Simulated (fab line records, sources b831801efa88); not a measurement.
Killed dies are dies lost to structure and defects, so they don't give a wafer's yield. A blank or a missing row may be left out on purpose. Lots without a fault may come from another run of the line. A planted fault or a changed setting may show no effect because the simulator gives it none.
Problem report in the 8D (eight disciplines) form, filled by code | flow sfq_line | the parts of the form that need people (team, actions taken, sign-off) are left out

1. THE PROBLEM
M1_NB_RS at SFQ_M1_RS_MEAS_909 reads a mean of 1.526 ohm/sq on 3 wafers of 2 lots; wafers without a fault read 0.891 ohm/sq with a standard deviation of 0.011. That is +58 standard deviations from the usual mean.
The step: measures by four-point-probe.
First seen on wafer L479.3, day 11 12:28, on film_metro-04. The record holds 41 wafers of 14 lots with a number at this step. Rule for "out", or "out of limits": more than 4 standard deviations from the usual mean. The other wafers with a number count as sound.

2. WHAT IT IS AND WHAT IT IS NOT
question                    | is                           | is not
which readings at this step | M1_NB_RS                     | -
which lots                  | L479, L483                   | L472, L473, L474, L475, L476, L477, L490, L491, L492, L493, L494, L495
which wafers of those lots  | L479.3, L483.3, L483.4       | L479.1, L483.2
read on which gauges        | film_metro-02, film_metro-04 | film_metro-01
when                        | from day 11 12:28            | up to then (19 sound wafers); but 19 sound wafers of L483, L490, L491, L492, L493, L494, L495 came after

3. SUSPECTS, AND WHAT RULES EACH OUT
Counting: a tool at a process step up to the reading stays a suspect if it ran every lot that is out. Sound lots after the first of them don't rule it out here, since some wafers of a struck lot are sound.
- the gauge at SFQ_M1_RS_MEAS_909: ruled out. The wafers that are out were read on 2 gauges (film_metro-02, film_metro-04).
- rie_metal-02 at SFQ_TRILAYER_I0_VIA_STRIP_STRIP_035 (strips in O2): kept. It ran every lot that is out, first L479 (day 11 10:43); its last sound lot up to then is L477 (day 11 03:11).
- pvd_sputter-04 at SFQ_TRILAYER_M1_DEP_SPUTTER_037 (material Nb, target thk 200 nm, time 133.3 s): kept. It ran every lot that is out, first L479 (day 11 11:32); its last sound lot up to then is L477 (day 11 04:01).
Left after counting: rie_metal-02 at SFQ_TRILAYER_I0_VIA_STRIP_STRIP_035, pvd_sputter-04 at SFQ_TRILAYER_M1_DEP_SPUTTER_037.

4. THE CAUSE (what the simulator had put in)
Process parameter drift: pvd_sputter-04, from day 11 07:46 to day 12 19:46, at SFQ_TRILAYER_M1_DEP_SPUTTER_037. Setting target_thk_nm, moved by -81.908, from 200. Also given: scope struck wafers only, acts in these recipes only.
Counting left 2 suspects, and this tool is among them.

5. THE CHAIN OF EFFECTS, in route order
Each row: a reading whose mean over the struck wafers that have a number lies more than 3 standard deviations from the usual. Only readings for which the record gives a usual standard deviation are gone through. hours: the time from each lot's start at the first step in this table that gives one to its start at this step, as a median over the lots. sigmas: the change in usual standard deviations.
hours | step                                | reading        | usual        | on struck wafers | change | sigmas
0     | SFQ_M1_RS_MEAS_909                  | M1_NB_RS       | 0.891 ohm/sq | 1.526            | +0.635 | +58
98    | SFQ_TRILAYER_M1_ETCH_METAL_ETCH_042 | oes_product_au | 0.893 a.u.   | 0.680            | -0.213 | -30
The process steps in it:
- SFQ_TRILAYER_M1_ETCH_METAL_ETCH_042: etches Nb in Cl2/Ar, stops on SiO2, target depth 240 nm, time 120 s.

6. WHAT WOULD HAVE CAUGHT IT SOONER
In this record the first reading out of limits at a measuring or inspecting step was taken at day 11 12:28, 5 hours after the fault began at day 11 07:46.
Of the tool readings at SFQ_TRILAYER_M1_DEP_SPUTTER_037 for which the record gives a usual standard deviation, none was out on any struck wafer, so an alarm limit of 4 standard deviations on them would not have fired.
Of the lots that are out (2), L483 began SFQ_TRILAYER_M1_DEP_SPUTTER_037 on pvd_sputter-04 after day 11 12:28. A hold on the tool at that time would have spared it.
